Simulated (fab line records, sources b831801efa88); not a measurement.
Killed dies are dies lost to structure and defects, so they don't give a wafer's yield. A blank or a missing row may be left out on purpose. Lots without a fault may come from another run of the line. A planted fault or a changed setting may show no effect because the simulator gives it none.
Which tool did it? | flow gf180mcu | 10 lots, 30 wafers sampled, at 4 steps of a route of 602

WHAT THE GAUGES READ, wafer by wafer
GF_V5_RS_MEAS_24: measures by four-point-probe.
lot  | measured     | on            | V5_W_RS (ohm/sq)
L191 | day 27 05:23 | film_metro-04 | 0.320 0.330 0.329
L192 | day 27 14:07 | film_metro-04 | 0.326 0.326 0.324
L193 | day 28 00:14 | film_metro-04 | 0.326 0.328 0.332
L194 | day 28 08:22 | film_metro-04 | 0.325 0.323 0.327
L197 | day 29 06:44 | film_metro-02 | 0.331 0.336 0.329
L202 | day 30 21:05 | film_metro-02 | 0.595 0.626 0.601
L203 | day 31 02:52 | film_metro-04 | 0.329 0.330 0.329
L204 | day 31 05:11 | film_metro-02 | 0.604 0.610 0.638
L211 | day 33 02:03 | film_metro-03 | 0.337 0.328 0.335
L213 | day 33 11:53 | film_metro-02 | 0.325 0.326 0.329

WHICH TOOL RAN EACH LOT (tool, then ch and the chambers of the sampled wafers, then the start)
lot  | GF_MIM_SPUTTER_08            | GF_V5_STRIP_18                       | GF_V5_CVD_23
L191 | pvd_sputter-04, day 24 12:02 | plasma_asher-02 ch 0,1, day 27 04:38 | cvd_w-02 ch 0,1, day 27 05:16
L192 | pvd_sputter-04, day 24 20:58 | plasma_asher-03 ch 0,1, day 27 13:16 | cvd_w-01 ch 1, day 27 13:54
L193 | pvd_sputter-04, day 25 06:23 | plasma_asher-03 ch 0,1, day 27 23:26 | cvd_w-02 ch 0,1, day 28 00:07
L194 | pvd_sputter-04, day 25 15:22 | plasma_asher-02 ch 0,1, day 28 07:35 | cvd_w-02 ch 0,1, day 28 08:14
L197 | pvd_sputter-04, day 26 17:05 | plasma_asher-03 ch 0, day 29 05:52   | cvd_w-01 ch 1, day 29 06:32
L202 | pvd_sputter-02, day 28 09:53 | plasma_asher-03 ch 0,1, day 30 20:17 | cvd_w-01 ch 0,1, day 30 20:58
L203 | pvd_sputter-02, day 28 15:11 | plasma_asher-04 ch 0,1, day 31 02:06 | cvd_w-02 ch 0, day 31 02:44
L204 | pvd_sputter-04, day 28 18:44 | plasma_asher-02 ch 0,1, day 31 04:26 | cvd_w-01 ch 0,1, day 31 05:05
L211 | pvd_sputter-02, day 30 19:45 | plasma_asher-04 ch 0,1, day 33 01:16 | cvd_w-02 ch 0,1, day 33 01:55
L213 | pvd_sputter-04, day 31 06:40 | plasma_asher-03 ch 0,1, day 33 11:07 | cvd_w-02 ch 1, day 33 11:46
- GF_MIM_SPUTTER_08: material AlCu, target thk 200 nm, time 10.6 s.
- GF_V5_STRIP_18: strips in O2/N2.
- GF_V5_CVD_23: deposits W, target thk 350 nm, time 104.9 s.

THE ANSWER, worked out from the rows above alone
Rule: what is usual is taken from the lots themselves. Put in order of their means at a reading, lots are off if they are a third of the lots or fewer, leave a main group of 4 or more, and stand apart from it by a gap of 3 or more times the standard deviation of the main group's means; of several such gaps the widest counts. A main group whose means are all the same, to the digits that the tables above print for the reading, isn't used. A lot without any number at a reading at which 4 lots or more have one is off too. The other lots that the step has rows for count as sound.
Off: L202, L204, at GF_V5_RS_MEAS_24 (V5_W_RS). The main group: mean 0.328 ohm/sq, standard deviation 0.0029.
A tool fits if, at a process step before that reading, it ran every lot that is off, and no sound lot after the first of them. The gauges at GF_V5_RS_MEAS_24 are tried like those tools. One fits: cvd_w-01 at GF_V5_CVD_23. Its last sound lot is L197 (day 29 06:32), its first lot that is off L202 (day 30 20:58): a fault that began between those two fits.

WHAT THE SIMULATOR HAD PUT IN
Process parameter drift: cvd_w-01, from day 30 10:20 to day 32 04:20, at GF_V5_CVD_23. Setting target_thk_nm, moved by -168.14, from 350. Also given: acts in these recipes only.
Lots struck among those shown: L202, L204. The rule above found the same.
